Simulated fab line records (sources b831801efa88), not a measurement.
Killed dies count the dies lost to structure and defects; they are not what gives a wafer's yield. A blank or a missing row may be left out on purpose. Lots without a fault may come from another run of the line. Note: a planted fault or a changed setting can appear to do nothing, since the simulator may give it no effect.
Problem report in the 8D (eight disciplines) form, filled by code	flow gf180mcu	the parts of the form that need people (team, actions taken, sign-off) are left out

1. WHAT WENT WRONG
Wafers without a fault read 140.0 W, standard deviation 0.4; bias-w at GF_M4_METAL_ETCH_16 reads a mean of 144.7 W on 2 wafers belonging to 2 lots. Relative to the usual mean, that is a shift of +12 standard deviations.
The step: etches the open film in Cl2/BCl3, stops on SiO2, target depth 750.8 nm, time 125.1 s.
Seen first at day 26 00:34 on rie-metal-03, wafer L424.4. The record holds 39 wafers of 13 lots with a number at this step. By rule, "out" or "out of limits" means more than 4 standard deviations away from the usual mean. The rest of the wafers with a number are treated as sound.

2. WHAT IT IS, WHAT IT ISN'T
question	is	is not
which readings at this step	bias-w	drypump-motor-current-A, oes-product-au, throttle-valve-pct
which lots	L424, L427	L418, L419, L420, L421, L431, L434, L435, L436, L438, L439, L441
which wafers of those lots	L424.4, L427.4	L424.1, L424.6, L427.2, L427.3
read on which tools	rie-metal-03	rie-metal-01, rie-metal-02
when	from day 26 00:34	up to then (14 sound wafers); but 23 sound wafers of L427, L431, L434, L435, L436, L438, L439, L441 came after

3. WHAT RULES OUT EACH SUSPECT
Counting: any tool at a process step up to the reading remains a suspect provided it ran every lot that is out. Sound lots after the first of them don't rule it out here, since some wafers of a struck lot are sound.
- rie-metal-03 at GF_M4_METAL_ETCH_16 (etches the open film in Cl2/BCl3, stops on SiO2, target depth 750.8 nm, time 125.1 s): kept. Ran every lot that is out, first one L424 (day 26 00:34); last sound lot up to then L421 (day 24 14:05). Its own bias-w readings are out on those wafers.
- Within rie-metal-03 at GF_M4_METAL_ETCH_16, the wafers that are out were processed in chamber 0 and their sound lot-mates in chamber 1.
Remaining after the count: rie-metal-03 at GF_M4_METAL_ETCH_16.

4. THE CAUSE (what the simulator had put in)
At GF_M4_METAL_ETCH_16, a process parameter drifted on rie-metal-03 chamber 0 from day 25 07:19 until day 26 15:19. Setting bias-w, moved by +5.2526, from 140. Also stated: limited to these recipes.
Only this tool survived the counting.

5. THE EFFECT CHAIN, in route order
One row per reading whose mean, taken over the struck wafers that have a number, lies over 3 standard deviations from the usual. Only readings for which the record gives a usual standard deviation are gone through. hours: the time from each lot's start at the first step in this table that gives one to its start at this step, as a median over the lots. sigmas: the change in usual standard deviations.
hours	step	reading	usual	on struck wafers	change	sigmas
0	GF_M4_METAL_ETCH_16	bias-w	140.0 W	144.7	+4.7	+12
The process steps in it:
- GF_M4_METAL_ETCH_16: etches the open film in Cl2/BCl3, stops on SiO2, target depth 750.8 nm, time 125.1 s.

6. HOW IT WOULD HAVE BEEN CAUGHT EARLIER
In this record the first reading out of limits was taken at day 26 00:34, 17 hours after the fault began at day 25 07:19.
